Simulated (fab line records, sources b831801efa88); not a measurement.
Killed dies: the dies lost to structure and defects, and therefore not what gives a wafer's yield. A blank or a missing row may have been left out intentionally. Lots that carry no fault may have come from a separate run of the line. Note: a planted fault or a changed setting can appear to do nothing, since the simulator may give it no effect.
fab line records	flow gf180mcu
[record] lots = 14	wafers = 42	last_day = 34
route steps=602 shown CONTACT@311 M1@330 V1@358 M2@366
lots with no fault: from the same line, run without faults
start_h: the number of hours between the record's first day and the start of the first shown wafer of the lot	wait_h: time in hours since the lot's previous step	" identical to the entry in the row above	L1.1+2: a single row standing in for several wafers	- value missing, or start not given	* or withheld: withheld	< > ~ a bound
route shown NAME@n: NAME is a module with steps in the file, n the number in the route of the first one	usual: average and standard deviation across the fault-free wafers	same: alike in all rows	chamber/n: place in a boat	sites: the reading at each site	_std_site: the standard deviation of these	_edge_site: outer sites' mean less inner sites'	radius_mm: for every site, how far away it sits from the centre of the wafer	mask NAME#n: copy n	behind: the last tool/chamber to shape the wafer	hold: what put the lot on hold/how long, in hours/how the hold closed	device: which transistor (n, p or np) failed to switch	end of line: tests of these same wafers at the route's end	a step without rows: its recipe alone	killed: not the wafer's yield, but the dies lost to structure and defects at the first sort	map: a wafer's dies, marking killed ones x, the rest . and places with no die _
set.NAME: setting as actually run; set.NAME@STEP: the setting as run at that earlier step	model.NAME: the simulator's own value behind a step, which no gauge read
a sample of lots followed through the steps of the route, with each step as a table and each wafer as a row
services: when a tool's chamber went out of use (start_h, in hours from the record's first day, below 0 if earlier), for how many hours, and the reason
[[steps]]
[step GF_CONTACT_CVD_24]
[recipe] material = W	target_thk_nm = 300	time_s = 90.339	temp_c = 403.5	pressure_torr = 40
[usual] chamber_pressure_Torr = 40.00/0.092	heater_power_outer_w = 517/21	heater_power_w = 845/31
lot.wafer	tool	chamber	start_h	wait_h	chamber_pressure_Torr	heater_power_outer_w	heater_power_w
L452.2	cvd_w-01	0	365.19	0.0	40.11	512	820
L452.3	"	0	"	"	40.05	521	817
L452.6	"	1	"	"	40.04	536	819
L454.4	cvd_w-01	1	386.38	0.1	40.01	520	823
L454.5	"	1	"	"	39.94	529	830
L454.6	"	0	"	"	40.06	515	825
L455.1	cvd_w-01	0	393.58	0.0	40.04	524	820
L455.3	"	1	"	"	39.94	534	833
L455.5	"	0	"	"	39.83	518	816
L458.2	cvd_w-01	0	416.18	0.0	40.00	517	843
L458.4	"	1	"	"	40.10	545	827
L458.5	"	0	"	"	39.93	522	812
L459.2	cvd_w-02	1	425.39	0.0	39.91	483	847
L459.3	"	1	"	"	39.97	478	856
L459.4	"	0	"	"	40.02	524	898
L461.1	cvd_w-01	1	445.66	0.0	40.05	540	848
L461.3	"	1	"	"	40.02	530	828
L461.6	"	1	"	"	39.97	529	825
L462.2	cvd_w-01	1	453.14	0.0	40.04	533	821
L462.3	"	0	"	"	40.00	504	828
L462.4	"	1	"	"	39.99	543	830
L463.1	cvd_w-02	1	461.98	0.0	40.05	471	846
L463.2	"	0	"	"	39.89	526	907
L463.6	"	0	"	"	39.86	507	896
L464.1	cvd_w-01	0	468.59	0.0	40.11	519	825
L464.3	"	0	"	"	40.03	517	815
L464.6	"	1	"	"	39.83	530	847
L465.1	cvd_w-02	1	476.73	0.0	40.05	483	841
L465.2	"	0	"	"	39.94	509	906
L465.6	"	0	"	"	40.01	521	882
L470.1	cvd_w-01	1	517.93	0.0	40.04	551	822
L470.3	"	0	"	"	39.89	506	826
L470.6	"	1	"	"	40.09	553	856
L471.2	cvd_w-02	1	523.27	0.0	39.96	487	824
L471.5	"	0	"	"	39.99	511	900
L471.6	"	1	"	"	39.87	494	840
L473.2	cvd_w-02	0	543.15	0.0	39.99	532	897
L473.3	"	1	"	"	39.94	484	870
L473.4	"	0	"	"	39.98	532	893
L475.1	cvd_w-02	0	561.89	0.0	40.09	533	895
L475.3	"	1	"	"	39.93	489	832
L475.4	"	0	"	"	40.05	537	932
[step GF_M1_OVL_MEAS_15]
[usual] M1_OVL = 2/5.2
lot.wafer	tool	chamber	start_h	wait_h	M1_OVL[nm]
L452.2	overlay-01	-	387.67	0.1	6
L452.3	"	-	"	"	11
L452.6	"	-	"	"	11
L454.4	overlay-01	-	410.32	0.1	0
L454.5	"	-	"	"	-4
L454.6	"	-	"	"	2
L455.1	overlay-02	-	417.80	0.1	-1
L455.3	"	-	"	"	-1
L455.5	"	-	"	"	3
L458.2	overlay-01	-	441.25	0.1	0
L458.4	"	-	"	"	-5
L458.5	"	-	"	"	-5
L459.2	overlay-02	-	451.08	0.1	7
L459.3	"	-	"	"	-1
L459.4	"	-	"	"	-1
L461.1	overlay-01	-	470.98	0.1	6
L461.3	"	-	"	"	-2
L461.6	"	-	"	"	10
L462.2	overlay-01	-	478.92	0.1	1
L462.3	"	-	"	"	9
L462.4	"	-	"	"	8
L463.1	overlay-01	-	487.61	0.1	-1
L463.2	"	-	"	"	-3
L463.6	"	-	"	"	4
L464.1	overlay-01	-	493.08	0.1	4
L464.3	"	-	"	"	-1
L464.6	"	-	"	"	-5
L465.1	overlay-01	-	501.40	0.1	-1
L465.2	"	-	"	"	-7
L465.6	"	-	"	"	-4
L470.1	overlay-02	-	542.20	0.1	3
L470.3	"	-	"	"	-2
L470.6	"	-	"	"	-1
L471.2	overlay-02	-	547.38	0.1	0
L471.5	"	-	"	"	7
L471.6	"	-	"	"	6
L473.2	overlay-01	-	567.06	0.1	4
L473.3	"	-	"	"	5
L473.4	"	-	"	"	5
L475.1	overlay-01	-	584.90	0.1	1
L475.3	"	-	"	"	5
L475.4	"	-	"	"	6
[step GF_V1_CVD_23]
[recipe] material = W	target_thk_nm = 350	time_s = 105.05	temp_c = 400	pressure_torr = 40
[usual] chamber_pressure_Torr = 39.99/0.096	heater_power_outer_w = 505/23	heater_power_w = 839/34
lot.wafer	tool	chamber	start_h	wait_h	chamber_pressure_Torr	heater_power_outer_w	heater_power_w
L452.2	cvd_w-01	0	412.82	0.0	40.02	508	805
L452.3	"	1	"	"	40.02	526	793
L452.6	"	0	"	"	39.98	513	804
L454.4	cvd_w-02	0	436.26	0.1	40.05	506	868
L454.5	"	1	"	"	40.17	485	825
L454.6	"	0	"	"	40.09	506	892
L455.1	cvd_w-02	0	444.54	0.0	40.00	516	891
L455.3	"	0	"	"	39.95	507	885
L455.5	"	1	"	"	40.04	471	832
L458.2	cvd_w-01	0	468.13	0.0	40.04	509	803
L458.4	"	0	"	"	40.01	513	804
L458.5	"	1	"	"	40.05	513	822
L459.2	cvd_w-01	0	477.79	0.1	39.77	497	793
L459.3	"	0	"	"	39.82	508	810
L459.4	"	0	"	"	39.92	498	809
L461.1	cvd_w-02	1	497.31	0.0	39.92	484	819
L461.3	"	1	"	"	40.01	467	830
L461.6	"	1	"	"	39.97	480	822
L462.2	cvd_w-01	1	505.16	0.0	39.98	530	852
L462.3	"	1	"	"	40.02	526	837
L462.4	"	0	"	"	40.05	511	811
L463.1	cvd_w-02	1	513.93	0.0	40.06	477	823
L463.2	"	0	"	"	40.12	512	893
L463.6	"	1	"	"	40.10	475	829
L464.1	cvd_w-01	0	519.98	0.0	-	-	-
L464.3	"	0	"	"	-	-	-
L464.6	"	0	"	"	-	-	-
L465.1	cvd_w-02	0	527.43	0.0	-	-	-
L465.2	"	1	"	"	-	-	-
L465.6	"	1	"	"	-	-	-
L470.1	cvd_w-02	1	567.68	0.0	40.02	481	829
L470.3	"	0	"	"	40.11	512	883
L470.6	"	0	"	"	40.16	507	885
L471.2	cvd_w-02	0	572.33	0.0	39.93	510	911
L471.5	"	1	"	"	39.97	455	829
L471.6	"	0	"	"	39.77	528	892
L473.2	cvd_w-02	0	590.91	0.0	39.91	520	890
L473.3	"	0	"	"	39.93	514	890
L473.4	"	1	"	"	40.02	467	827
L475.1	cvd_w-02	0	608.33	0.0	39.99	524	907
L475.3	"	1	"	"	39.98	469	836
L475.4	"	0	"	"	40.07	515	888
[step GF_V1_RS_MEAS_24]
[recipe] thk_meas_gauge = four-point-probe	reads = W_of_V1_CVD_23+TiN_of_V1_SPUTTER_22+Ti_of_V1_SPUTTER_21
[usual] V1_W_RS = 0.329/0.0034
lot.wafer	tool	chamber	start_h	wait_h	V1_W_RS[ohm/sq]
L452.2	film_metro-01	-	412.95	0.1	0.333
L452.3	"	-	"	"	0.331
L452.6	"	-	"	"	0.333
L454.4	film_metro-04	-	436.40	0.1	0.331
L454.5	"	-	"	"	0.326
L454.6	"	-	"	"	0.329
L455.1	film_metro-03	-	444.65	0.1	0.325
L455.3	"	-	"	"	0.327
L455.5	"	-	"	"	0.325
L458.2	film_metro-03	-	468.27	0.1	0.332
L458.4	"	-	"	"	0.334
L458.5	"	-	"	"	0.332
L459.2	film_metro-04	-	478.00	0.2	0.329
L459.3	"	-	"	"	0.331
L459.4	"	-	"	"	0.333
L461.1	film_metro-04	-	497.42	0.1	0.327
L461.3	"	-	"	"	0.325
L461.6	"	-	"	"	0.327
L462.2	film_metro-01	-	505.29	0.1	0.334
L462.3	"	-	"	"	0.331
L462.4	"	-	"	"	0.328
L463.1	film_metro-03	-	514.04	0.1	0.331
L463.2	"	-	"	"	0.332
L463.6	"	-	"	"	0.330
L464.1	film_metro-01	-	520.09	0.1	44.620
L464.3	"	-	"	"	44.694
L464.6	"	-	"	"	43.960
L465.1	film_metro-03	-	527.55	0.1	44.450
L465.2	"	-	"	"	44.463
L465.6	"	-	"	"	44.009
L470.1	film_metro-01	-	567.79	0.1	0.325
L470.3	"	-	"	"	0.322
L470.6	"	-	"	"	0.325
L471.2	film_metro-03	-	572.47	0.1	0.326
L471.5	"	-	"	"	0.329
L471.6	"	-	"	"	0.329
L473.2	film_metro-04	-	591.04	0.1	0.324
L473.3	"	-	"	"	0.324
L473.4	"	-	"	"	0.325
L475.1	film_metro-03	-	608.44	0.1	0.326
L475.3	"	-	"	"	0.327
L475.4	"	-	"	"	0.327
[step GF_V1_THK_MEAS_25]
[recipe] thk_meas_gauge = xrf	reads = W_of_V1_CVD_23
[usual] V1_W_THK = 360/5.4
lot.wafer	tool	chamber	start_h	wait_h	V1_W_THK[nm]
L452.2	film_metro-01	-	413.06	0.1	359
L452.3	"	-	"	"	362
L452.6	"	-	"	"	361
L454.4	film_metro-04	-	436.49	0.1	356
L454.5	"	-	"	"	360
L454.6	"	-	"	"	357
L455.1	film_metro-03	-	444.77	0.1	361
L455.3	"	-	"	"	362
L455.5	"	-	"	"	361
L458.2	film_metro-03	-	468.38	0.1	357
L458.4	"	-	"	"	356
L458.5	"	-	"	"	358
L459.2	film_metro-04	-	478.11	0.1	356
L459.3	"	-	"	"	352
L459.4	"	-	"	"	350
L461.1	film_metro-04	-	497.54	0.1	361
L461.3	"	-	"	"	364
L461.6	"	-	"	"	361
L462.2	film_metro-01	-	505.40	0.1	361
L462.3	"	-	"	"	369
L462.4	"	-	"	"	370
L463.1	film_metro-03	-	514.16	0.1	353
L463.2	"	-	"	"	350
L463.6	"	-	"	"	355
L464.1	film_metro-01	-	520.21	0.1	-
L464.3	"	-	"	"	<0
L464.6	"	-	"	"	<0
L465.1	film_metro-03	-	527.67	0.1	<0
L465.2	"	-	"	"	<0
L465.6	"	-	"	"	<0
L470.1	film_metro-01	-	567.91	0.1	371
L470.3	"	-	"	"	373
L470.6	"	-	"	"	372
L471.2	film_metro-03	-	572.58	0.1	361
L471.5	"	-	"	"	359
L471.6	"	-	"	"	358
L473.2	film_metro-04	-	591.15	0.1	361
L473.3	"	-	"	"	362
L473.4	"	-	"	"	361
L475.1	film_metro-03	-	608.56	0.1	360
L475.3	"	-	"	"	356
L475.4	"	-	"	"	357
[step GF_V1_CMP_26]
[recipe] stop_on = SiO2	down_force_psi = 3.5	platen_rpm = 60	t_overpolish_s = 15	target_thk_nm = 0	pad_velocity_m_s = 0.94248
[usual] motor_current_A = 11.3/1.1	time_to_endpoint_s = 83/5.3
lot.wafer	tool	chamber	start_h	wait_h	motor_current_A	time_to_endpoint_s
L452.3	cmp-01	2	413.11	0.0	12.4	76
L452.2	"	3	"	"	11.9	76
L452.6	"	3	"	"	11.9	77
L454.4	cmp-02	0	436.57	0.1	11.4	88
L454.6	"	3	"	"	10.9	83
L454.5	"	0	"	"	11.9	89
L455.3	cmp-02	1	444.83	0.0	12.0	91
L455.1	"	3	"	"	10.8	87
L455.5	"	2	"	"	9.8	78
L458.2	cmp-01	1	468.53	0.1	10.7	81
L458.4	"	2	"	"	12.5	78
L458.5	"	0	"	"	10.5	85
L459.4	cmp-02	2	478.16	0.0	9.5	79
L459.3	"	0	"	"	12.1	89
L459.2	"	1	"	"	13.1	97
L461.1	cmp-01	0	497.65	0.1	11.1	87
L461.3	"	1	"	"	10.9	87
L461.6	"	0	"	"	10.5	83
L462.4	cmp-01	1	505.50	0.1	10.8	83
L462.3	"	2	"	"	12.1	76
L462.2	"	3	"	"	12.6	72
L463.2	cmp-02	0	514.27	0.1	11.9	85
L463.1	"	2	"	"	9.2	78
L463.6	"	3	"	"	10.2	87
L464.1	cmp-02	3	520.27	0.1	11.0	1
L464.3	"	2	"	"	9.0	0
L464.6	"	3	"	"	10.7	4
L465.2	cmp-02	0	527.73	0.0	12.0	5
L465.1	"	2	"	"	9.6	2
L465.6	"	0	"	"	11.9	5
L470.1	cmp-01	0	567.97	0.1	10.6	87
L470.3	"	1	"	"	11.2	87
L470.6	"	0	"	"	10.2	83
L471.2	cmp-01	3	572.73	0.1	11.8	77
L471.6	"	1	"	"	11.2	82
L471.5	"	2	"	"	12.5	80
L473.2	cmp-01	0	591.20	0.0	10.0	88
L473.4	"	2	"	"	12.4	82
L473.3	"	3	"	"	11.9	81
L475.4	cmp-01	0	608.67	0.1	10.4	84
L475.1	"	1	"	"	10.9	85
L475.3	"	2	"	"	12.8	80
[step GF_M2_SPUTTER_04]
[recipe] material = TiN	target_thk_nm = 50	power_w = 6500	time_s = 41.7	chamber_pressure_pa = 0.4
[usual] throttle_valve_pct = 30.4/0.78
lot.wafer	tool	chamber	start_h	wait_h	throttle_valve_pct
L452.2	pvd_sputter-03	-	413.59	0.0	30.9
L452.3	"	-	"	"	29.9
L452.6	"	-	"	"	31.1
L454.4	pvd_sputter-01	-	437.00	0.0	31.4
L454.5	"	-	"	"	31.5
L454.6	"	-	"	"	29.2
L455.1	pvd_sputter-02	-	445.31	0.0	30.1
L455.3	"	-	"	"	31.3
L455.5	"	-	"	"	30.1
L458.2	pvd_sputter-02	-	468.91	0.0	30.9
L458.4	"	-	"	"	30.2
L458.5	"	-	"	"	31.1
L459.2	pvd_sputter-01	-	478.64	0.0	30.7
L459.3	"	-	"	"	31.5
L459.4	"	-	"	"	30.5
L461.1	pvd_sputter-03	-	498.08	0.0	30.9
L461.3	"	-	"	"	31.1
L461.6	"	-	"	"	30.0
L462.2	pvd_sputter-02	-	505.93	0.0	29.9
L462.3	"	-	"	"	29.1
L462.4	"	-	"	"	31.0
L463.1	pvd_sputter-01	-	514.70	0.0	30.5
L463.2	"	-	"	"	29.0
L463.6	"	-	"	"	29.3
L470.1	pvd_sputter-03	-	568.45	0.0	29.8
L470.3	"	-	"	"	31.1
L470.6	"	-	"	"	30.8
L471.2	pvd_sputter-02	-	573.11	0.0	30.3
L471.5	"	-	"	"	29.3
L471.6	"	-	"	"	30.2
L473.2	pvd_sputter-02	-	591.68	0.0	29.0
L473.3	"	-	"	"	28.9
L473.4	"	-	"	"	30.5
L475.1	pvd_sputter-03	-	609.10	0.0	29.6
L475.3	"	-	"	"	31.0
L475.4	"	-	"	"	30.5
[[services]]
tool	chamber	start_h	hours	kind
cmp-02	-	344.08	3.4	repair
cvd_w-02	-	347.83	6.9	pm
cvd_w-02	-	359.46	2.8	pm
cmp-01	-	366.36	1.4	repair
cmp-01	-	371.11	1.3	repair
cmp-01	-	372.97	4.4	pm
cvd_w-02	-	390.00	14.0	pm
cvd_w-02	0	390.00	14.0	vent_cycle
cvd_w-02	1	390.00	14.0	vent_cycle
cvd_w-02	0	404.00	-	clean
cvd_w-02	1	404.00	-	clean
cmp-01	-	404.02	4.0	pm
cmp-01	-	408.02	-	consumable_replace:conditioner
cmp-01	-	408.02	-	consumable_replace:pad
cmp-01	-	451.22	1.0	repair
pvd_sputter-03	-	467.58	21.1	repair
cvd_w-01	1	469.35	11.6	repair
cvd_w-02	1	500.32	5.0	repair
cmp-02	-	510.46	0.3	repair
pvd_sputter-03	-	521.49	2.5	repair
pvd_sputter-01	-	528.56	4.4	repair
cmp-02	-	541.29	0.3	repair
cmp-02	-	572.25	4.0	pm
pvd_sputter-01	-	587.82	0.8	repair
[[key]]
[first_sign] step = GF_V1_CVD_23	reading = tool_record	direction = missing
[effect] step = GF_V1_RS_MEAS_24	reading = V1_W_RS	direction = up	sigmas = 99+	usual = 0.329	struck = 44.366
[effect] step = GF_V1_THK_MEAS_25	reading = V1_W_THK	direction = down	sigmas = 67	usual = 360	struck = <0
[effect] step = GF_V1_CMP_26	reading = time_to_endpoint_s	direction = down	sigmas = 15	usual = *	struck = *
met_at GF_V1_CVD_23
struck_lots L464,L465
later_rows_left_out L464.1,L464.3,L464.6,L465.1,L465.2,L465.6
sort_left_out L464.1,L464.3,L464.6,L465.1,L465.2,L465.6
tester_left_out L465
not_acting_at GF_CONTACT_CVD_24,GF_M1_OVL_MEAS_15,GF_M2_SPUTTER_04
onset_between 513.93 519.98
[earlier_fault] kind = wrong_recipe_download	tool = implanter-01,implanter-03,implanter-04	chamber = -	onset_h = 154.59	steps = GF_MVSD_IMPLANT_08	wrong_recipe.not_listed = 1
[fault] kind = skipped_step_whole	tool = cvd_w-01,cvd_w-02	chamber = -	onset_h = 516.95	steps = GF_V1_CVD_23	scope = struck_lots_only
// tester_left_out: of these lots the tester's yield and bins aren't shown, on N5 and GAA mostly nor the transistor test; their killed dies are dies lost to structure and defects alone, not to doping, threshold or leakage, so they don't give the yield
// sort_left_out: the simulated sort isn't trusted on such a fault, so these wafers' sort isn't shown, and their yield isn't known
// later_rows_left_out: the simulator's readings of these wafers behind a module that went badly wrong aren't trusted and aren't shown, but for the sort
